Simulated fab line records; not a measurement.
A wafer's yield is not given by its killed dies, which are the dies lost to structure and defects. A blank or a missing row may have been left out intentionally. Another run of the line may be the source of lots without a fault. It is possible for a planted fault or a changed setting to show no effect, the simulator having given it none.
Struck lot and sound lot, side by side / flow sfq line / 14 steps out of a route of 325
Sound: these wafers, L238.3, L238.4, L238.5. The struck wafers were L231.1, L231.3, L231.6. The cause is given at the end.
Order at every step that has rows: each side's tool, ch and its chambers, its first start. Under that, the readings that differ: sound wafers / struck wafers / difference of the means / sigmas: that difference in standard deviations of wafers without a fault.
alike: words and numbers the same on both sides, and readings whose means are apart by under 2 such deviations; not compared: readings that were withheld, readings missing a value for some wafer, numbers with overlapping values and no deviation given by the record, and bounds like >300 which may hide the same value.
Wherever a step has rows on one side only, a row that says differs or no value, or a row with sigmas, the two part there. Non-overlapping numbers with no deviation appear without sigmas and do not part them. Lack of a reading on every wafer of one side parts them only where that side has two or more wafers.

first, 2 steps without rows for these wafers: SFQ_TRILAYER_R5_LITHO_PEB_139 (peb time 60 s); SFQ_TRILAYER_R5_LITHO_DEVELOP_138 (time 60 s).
SFQ_R5_OVL_MEAS_935:
  sound: overlay-02 at day 76 19:33; struck: overlay-02 at day 69 01:54
  alike: R5_OVL
SFQ_TRILAYER_R5_BARC_OPEN_METAL_ETCH_177: etches BARC in O2, target depth 125 nm, time 41.7 s.
  sound on rie metal-04 ch 0,1, day 76 19:36; struck on rie metal-02 ch 0,1, day 69 01:56
reading=bias w (W); sound=79.66 79.56 79.52; struck=80.30 80.22 79.85; difference=+0.54; sigmas=+2
  alike: drypump motor current A, oes product au
  not compared: rf hours counter h
SFQ_TRILAYER_R5_ETCH_METAL_ETCH_139: etches the open film in Cl2, stops on SiO2, target depth 60 nm, time 40 s.
  sound on rie metal-04 ch 0,1, day 76 19:40; struck on rie metal-02 ch 0,1, day 69 02:00
  alike: bias w, drypump motor current A, oes product au
  not compared: rf hours counter h
SFQ_TRILAYER_R5_STRIP_STRIP_140: strips in O2.
  sound on rie metal-04 ch 0,1, day 76 19:54; struck on rie metal-02 ch 0,1, day 69 02:04
reading=oes product au (a.u.); sound=1.015 1.016 0.995; struck=0.983 0.977 0.987; difference=-0.026; sigmas=-2
  alike: drypump motor current A
  not compared: rf hours counter h
then, 1 step without rows for these wafers: SFQ_TRILAYER_R5_STRIP_SOLV_CLEAN_141 (cleans in NMP, time 600 s).
SFQ_TRILAYER_A5C_DEP_PECVD_142: deposits SiO2 from SiH4/N2O, time 15.556 s, target thk 70 nm.
  sound on pecvd-04 ch 0,1, day 76 20:28; struck on pecvd-02 ch 1,2, day 69 02:50
reading=throttle valve pct (%); sound=27.0 23.3 26.8; struck=22.7 23.7 22.5; difference=-2.7; sigmas=-2
  alike: heater power w
then, 4 steps without rows for these wafers: SFQ_TRILAYER_I5_LITHO_COAT_149 (resist thk 62 nm); SFQ_TRILAYER_I5_LITHO_COAT_144 (resist thk 650 nm); SFQ_TRILAYER_I5_LITHO_SOFTBAKE_148; SFQ_TRILAYER_I5_LITHO_EXPOSE_145 (exposes mask I5, target cd 700 nm).
-- the record jumps here: 3 days lie between the struck wafers' starts before and after --
SFQ_TRILAYER_I5_LITHO_PEB_147: peb time 59.16 s.
  sound on litho track-03 ch 0, day 79 14:57; struck on litho track-03, day 71 19:41
  no value came back on the struck wafers for chill plate temp C (C), exhaust pa (Pa), heater power total W (W), peb time s (s); on the sound wafers chill plate temp C (C) reads 23.01 23.16 23.15
then, 1 step without rows for these wafers: SFQ_TRILAYER_I5_LITHO_DEVELOP_146 (time 60 s).

## WHERE THEY PART
At SFQ_TRILAYER_R5_BARC_OPEN_METAL_ETCH_177 first; at SFQ_TRILAYER_I5_LITHO_PEB_147 last (within this record only).

WHY: the cause the simulator had injected
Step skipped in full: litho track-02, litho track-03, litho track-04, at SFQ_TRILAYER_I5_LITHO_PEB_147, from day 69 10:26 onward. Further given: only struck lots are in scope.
